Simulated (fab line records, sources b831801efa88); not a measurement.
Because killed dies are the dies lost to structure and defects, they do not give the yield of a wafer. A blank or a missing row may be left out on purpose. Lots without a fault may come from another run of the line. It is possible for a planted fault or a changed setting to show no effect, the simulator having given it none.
Which of the tools did it?	flow gf180mcu	33 wafers from 11 lots sampled at 6 of the route's 602 steps

WHAT THE GAUGES SHOWED, per wafer
GF_DNWELL_TW_MEAS_09.
lot	measured	on	DNWELL_TW
L650	day 3 00:29	film-metro-04	1358 1348 1358
L651	day 3 05:54	film-metro-02	1330 1332 1335
L656	day 4 10:28	film-metro-04	1341 1349 1344
L660	day 5 06:02	film-metro-04	1352 1358 1347
L662	day 5 16:32	film-metro-04	1344 1336 1328
L664	day 6 09:37	film-metro-03	1333 1337 1332
L666	day 6 15:35	film-metro-03	1332 1339 1344
L667	day 6 18:56	film-metro-03	1347 1351 1342
L668	day 7 04:16	film-metro-04	1359 1354 1350
L669	day 7 08:47	film-metro-04	1352 1356 1352
L671	day 7 20:40	film-metro-04	1350 1354 1356

GF_MVPSD_TW_MEAS_11.
lot	measured	on	MVPSD_TW
L650	day 5 10:08	film-metro-02	545 544 542
L651	day 5 15:47	film-metro-04	744 745 740
L656	day 6 21:04	film-metro-04	749 747 748
L660	day 7 20:09	film-metro-04	551 554 550
L662	day 8 07:52	film-metro-04	551 551 550
L664	day 9 04:33	film-metro-04	554 552 554
L666	day 9 10:27	film-metro-01	556 553 556
L667	day 9 15:19	film-metro-02	549 550 546
L668	day 10 01:05	film-metro-04	551 554 549
L669	day 10 05:02	film-metro-01	554 556 557
L671	day 10 18:57	film-metro-02	554 551 552

GF_VT_IMPLANT_RS_MEAS_49: a four-point-probe measurement.
lot	measured	on	MVPSD_RS (ohm/sq)
L650	day 8 00:50	film-metro-02	1168 1169 1170
L651	day 8 06:34	film-metro-02	597 597 597
L656	day 9 17:01	film-metro-01	596 597 596
L660	day 10 18:52	film-metro-01	1171 1164 1166
L662	day 11 08:13	film-metro-04	1167 1166 1168
L664	day 12 06:21	film-metro-01	1164 1164 1166
L666	day 12 13:51	film-metro-04	1172 1172 1171
L667	day 12 19:35	film-metro-02	1178 1176 1176
L668	day 13 07:01	film-metro-01	1170 1172 1171
L669	day 13 12:02	film-metro-02	1170 1172 1169
L671	day 14 03:46	film-metro-02	1173 1168 1170

WHAT TOOL EACH LOT RAN ON (gives the tool, then ch and the chambers of the sampled wafers, and finally the start)
lot	GF_DNWELL_STRIP_08	GF_NWELL_STRIP_10	GF_MVPSD_IMPLANT_09
L650	plasma-asher-03 ch 0,1, day 3 00:22	plasma-asher-03 ch 0,1, day 3 13:59	implanter-01 ch 0, day 5 09:54
L651	plasma-asher-02 ch 0,1, day 3 05:47	plasma-asher-03 ch 0,1, day 3 19:44	implanter-01 ch 0, day 5 15:33
L656	plasma-asher-02 ch 0,1, day 4 10:22	plasma-asher-04 ch 0,1, day 5 00:22	implanter-01 ch 0, day 6 20:49
L660	plasma-asher-03 ch 0,1, day 5 05:56	plasma-asher-03 ch 0,1, day 5 20:26	implanter-02 ch 0, day 7 19:55
L662	plasma-asher-04 ch 0,1, day 5 16:25	plasma-asher-04 ch 0,1, day 6 07:26	implanter-02 ch 0, day 8 07:38
L664	plasma-asher-02 ch 0,1, day 6 09:31	plasma-asher-03 ch 0,1, day 7 01:34	implanter-04 ch 0, day 9 04:18
L666	plasma-asher-04 ch 1, day 6 15:29	plasma-asher-01 ch 0, day 7 07:26	implanter-01 ch 0, day 9 10:12
L667	plasma-asher-04 ch 0,1, day 6 18:51	plasma-asher-01 ch 0,1, day 7 11:10	implanter-02 ch 0, day 9 15:06
L668	plasma-asher-02 ch 0,1, day 7 04:09	plasma-asher-01 ch 0,1, day 7 20:07	implanter-04 ch 0, day 10 00:51
L669	plasma-asher-04 ch 0,1, day 7 08:41	plasma-asher-01 ch 0,1, day 8 01:29	implanter-01 ch 0, day 10 04:47
L671	plasma-asher-03 ch 0,1, day 7 20:34	plasma-asher-01 ch 0,1, day 8 13:28	implanter-02 ch 0, day 10 18:42
- GF_DNWELL_STRIP_08: strips in O2/N2.
- GF_NWELL_STRIP_10: strips in O2/N2.
- GF_MVPSD_IMPLANT_09

WHAT THE TOOLS THEMSELVES READ (means of the sampled wafers that have a number; where no wafer has one, the mark that the record gives instead)
GF_DNWELL_STRIP_08.
lot	tool	chamber-pressure-mTorr (mTorr)	drypump-motor-current-A (A)	heater-power-w (W)	oes-product-au (a.u.)	strip-time-to-endpoint-s (s)
L650	plasma-asher-03	1498.5	5.63	282	0.724	36.92
L651	plasma-asher-02	1499.6	5.76	338	0.721	36.89
L656	plasma-asher-02	1501.5	5.74	340	0.723	36.99
L660	plasma-asher-03	1500.3	5.63	287	0.724	37.04
L662	plasma-asher-04	1500.0	5.88	368	0.726	37.06
L664	plasma-asher-02	1500.3	5.74	338	0.723	37.00
L666	plasma-asher-04	1500.4	5.81	377	0.719	36.97
L667	plasma-asher-04	1500.3	5.91	368	0.724	36.90
L668	plasma-asher-02	1501.2	5.74	340	0.724	36.97
L669	plasma-asher-04	1500.0	5.97	367	0.719	36.88
L671	plasma-asher-03	1498.8	5.63	288	0.723	37.02

GF_NWELL_STRIP_10.
lot	tool	chamber-pressure-mTorr (mTorr)	drypump-motor-current-A (A)	heater-power-w (W)	oes-product-au (a.u.)	strip-time-to-endpoint-s (s)
L650	plasma-asher-03	1499.9	5.6	290	0.721	37.29
L651	plasma-asher-03	1500.2	5.7	291	0.723	37.28
L656	plasma-asher-04	1500.5	5.9	370	0.721	37.22
L660	plasma-asher-03	1499.5	5.7	295	0.726	37.33
L662	plasma-asher-04	1501.1	5.9	370	0.724	37.30
L664	plasma-asher-03	1498.6	5.7	289	0.727	37.36
L666	plasma-asher-01	1499.1	5.2	339	0.721	37.46
L667	plasma-asher-01	1500.7	6.1	317	0.721	37.31
L668	plasma-asher-01	1499.6	6.1	319	0.717	37.27
L669	plasma-asher-01	1499.6	5.6	329	0.724	37.27
L671	plasma-asher-01	1500.0	6.0	310	0.721	37.50

GF_MVPSD_IMPLANT_09.
lot	tool	dose-ions-cm2	faraday-current-uA
L650	implanter-01	5.003e+12	28.2
L651	implanter-01	5.318e+13	297.8
L656	implanter-01	5.319e+13	296.7
L660	implanter-02	5.009e+12	28.2
L662	implanter-02	5.001e+12	27.8
L664	implanter-04	4.997e+12	28.1
L666	implanter-01	5.003e+12	29.0
L667	implanter-02	4.999e+12	28.7
L668	implanter-04	5.004e+12	28.3
L669	implanter-01	5.001e+12	28.5
L671	implanter-02	5.002e+12	28.4

THE ANSWER, worked out from the rows above alone
Rule: the lots themselves supply what counts as usual. Put in order of their means at a reading, lots are off if they are a third of the lots or fewer, leave a main group of 4 or more, and stand apart from it by a gap of 3 or more times the standard deviation of the main group's means; of several such gaps the widest counts. If all means in a main group match to the digits the tables above print for the reading, that group is not used. A lot without any number at a reading at which 4 lots or more have one is off too. All remaining lots with rows at the step are treated as sound. First the gauges in route order, then the tools' own readings, where a lot's mean is used as printed above. The first step at which some lot is off is used, and at that step the reading that is off furthest; a lot without a number counts as furthest.
Off: L651, L656, seen at GF_MVPSD_TW_MEAS_11 (MVPSD_TW). Mean 551 and standard deviation 3.4 in the main group.
A tool fits if, at a process step before that reading, it ran every lot that is off, and no sound lot after the first of them. The gauges at GF_MVPSD_TW_MEAS_11 aren't tried: what is off there is off at GF_VT_IMPLANT_RS_MEAS_49 too, on other tools, and a gauge's error can't cause that. None of those tried fits.

WHAT THE SIMULATOR HAD INSERTED
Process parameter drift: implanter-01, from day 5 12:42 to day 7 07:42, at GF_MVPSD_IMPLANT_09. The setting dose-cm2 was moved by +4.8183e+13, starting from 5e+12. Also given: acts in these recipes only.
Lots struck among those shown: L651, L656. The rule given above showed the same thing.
